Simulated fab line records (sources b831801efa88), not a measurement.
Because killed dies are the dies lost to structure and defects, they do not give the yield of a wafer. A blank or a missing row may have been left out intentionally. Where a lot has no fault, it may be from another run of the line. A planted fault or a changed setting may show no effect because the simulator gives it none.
Which tool was responsible? :: flow gf180mcu :: Sampling: 14 lots, 42 wafers, 3 of 602 route steps

== WHAT THE GAUGES READ, wafer by wafer ==
GF_V5_THK_MEAS_01. Usual: for V5_CVD_00_THK the level is 302 nm and the standard deviation is 4.3.
lot: L647
measured: day 26 07:53
on: film_metro-03
V5_CVD_00_THK (nm): 295 291 296
flag: 

lot: L648
measured: day 26 20:03
on: film_metro-01
V5_CVD_00_THK (nm): 304 302 297
flag: 

lot: L649
measured: day 27 04:40
on: film_metro-01
V5_CVD_00_THK (nm): 304 306 308
flag: 

lot: L650
measured: day 27 06:56
on: film_metro-03
V5_CVD_00_THK (nm): 308 303 303
flag: 

lot: L651
measured: day 27 12:19
on: film_metro-01
V5_CVD_00_THK (nm): 300 306 305
flag: 

lot: L652
measured: day 27 21:01
on: film_metro-03
V5_CVD_00_THK (nm): 301 304 303
flag: 

lot: L653
measured: day 28 07:28
on: film_metro-04
V5_CVD_00_THK (nm): 297 298 297
flag: 

lot: L654
measured: day 28 10:07
on: film_metro-04
V5_CVD_00_THK (nm): 307 308 302
flag: 

lot: L655
measured: day 28 22:30
on: film_metro-03
V5_CVD_00_THK (nm): 304 309 306
flag: 

lot: L658
measured: day 29 17:22
on: film_metro-01
V5_CVD_00_THK (nm): 307 309 298
flag: 

lot: L661
measured: day 30 16:51
on: film_metro-03
V5_CVD_00_THK (nm): 305 302 305
flag: 

lot: L662
measured: day 30 22:45
on: film_metro-03
V5_CVD_00_THK (nm): 286 297 291
flag: 

lot: L666
measured: day 32 00:23
on: film_metro-04
V5_CVD_00_THK (nm): 298 297 300
flag: 

lot: L670
measured: day 32 20:52
on: film_metro-03
V5_CVD_00_THK (nm): 303 306 304
flag: 

GF_V5_CD_MEAS_14: the cd target is 260 nm. Usual: 259.6 nm for cd_nm, sd 1.3.
lot: L647
measured: day 27 05:20
on: cd_sem-02
cd_nm (nm): 259.9 258.9 260.6
flag: 

lot: L648
measured: day 27 16:17
on: cd_sem-02
cd_nm (nm): 259.1 258.5 259.4
flag: 

lot: L649
measured: day 28 01:02
on: cd_sem-01
cd_nm (nm): 258.7 259.1 259.7
flag: 

lot: L650
measured: day 28 03:29
on: cd_sem-02
cd_nm (nm): 261.7 261.3 262.1
flag: 

lot: L651
measured: day 28 08:13
on: cd_sem-01
cd_nm (nm): 261.1 262.3 261.3
flag: 

lot: L652
measured: day 28 16:41
on: cd_sem-02
cd_nm (nm): 260.2 261.1 259.0
flag: 

lot: L653
measured: day 29 03:47
on: cd_sem-02
cd_nm (nm): 257.8 259.3 259.4
flag: 

lot: L654
measured: day 29 05:53
on: cd_sem-02
cd_nm (nm): 259.6 260.7 260.2
flag: 

lot: L655
measured: day 29 18:00
on: cd_sem-02
cd_nm (nm): 260.9 259.9 259.9
flag: 

lot: L658
measured: day 30 11:44
on: cd_sem-01
cd_nm (nm): 257.8 258.7 259.2
flag: 

lot: L661
measured: day 31 10:44
on: cd_sem-01
cd_nm (nm): 259.1 259.4 261.2
flag: 

lot: L662
measured: day 31 17:17
on: cd_sem-01
cd_nm (nm): 259.4 259.3 258.9
flag: 

lot: L666
measured: day 32 17:02
on: cd_sem-02
cd_nm (nm): 260.3 260.5 261.4
flag: 

lot: L670
measured: day 33 13:10
on: cd_sem-01
cd_nm (nm): 258.1 258.7 257.5
flag: 

== EACH LOT AND THE TOOL THAT RAN IT (in order: tool; ch and the chambers of the sampled wafers; start) ==
lot: L647
GF_CONTACT_CLEAN_20: wet_bench-01 ch 3, day 16 04:30

lot: L648
GF_CONTACT_CLEAN_20: wet_bench-03 ch 2, day 16 15:32

lot: L649
GF_CONTACT_CLEAN_20: wet_bench-03 ch 2, day 17 01:08

lot: L650
GF_CONTACT_CLEAN_20: wet_bench-03 ch 1, day 17 05:09

lot: L651
GF_CONTACT_CLEAN_20: wet_bench-01 ch 3, day 17 12:13

lot: L652
GF_CONTACT_CLEAN_20: wet_bench-04 ch 0, day 17 21:24

lot: L653
GF_CONTACT_CLEAN_20: wet_bench-03 ch 3, day 18 07:31

lot: L654
GF_CONTACT_CLEAN_20: wet_bench-04 ch 3, day 18 11:44

lot: L655
GF_CONTACT_CLEAN_20: wet_bench-01 ch 2, day 19 02:03

lot: L658
GF_CONTACT_CLEAN_20: wet_bench-04 ch 2, day 20 04:18

lot: L661
GF_CONTACT_CLEAN_20: wet_bench-03 ch 2, day 21 07:13

lot: L662
GF_CONTACT_CLEAN_20: wet_bench-03 ch 1, day 21 16:58

lot: L666
GF_CONTACT_CLEAN_20: wet_bench-04 ch 3, day 23 01:39

lot: L670
GF_CONTACT_CLEAN_20: wet_bench-04 ch 3, day 24 06:40
- GF_CONTACT_CLEAN_20: cleans in DIW.

== AS READ BY THE TOOLS THEMSELVES (means over the sampled wafers that have a number; for cases with no such wafer, the mark the record gives instead) ==
The record holds no such reading with a usual standard deviation.

== THE ANSWER, worked out from the rows above alone ==
Rule: take the mean of a lot's wafers that have a number; if it is more than 3 standard deviations from the usual mean, the lot is off. A lot without any number at a reading at which 4 lots or more have one is off too. All remaining lots with rows at the step are treated as sound. Order of review: gauges by route order, followed by the tools' own readings, for which a lot's mean as printed above is used. At the first step where some lot is off, the reading lying furthest off is the one used; lots without a number count as furthest.
No lot is off on any of the readings shown, so nothing can be concluded from this.

== WHAT THE SIMULATOR PUT IN ==
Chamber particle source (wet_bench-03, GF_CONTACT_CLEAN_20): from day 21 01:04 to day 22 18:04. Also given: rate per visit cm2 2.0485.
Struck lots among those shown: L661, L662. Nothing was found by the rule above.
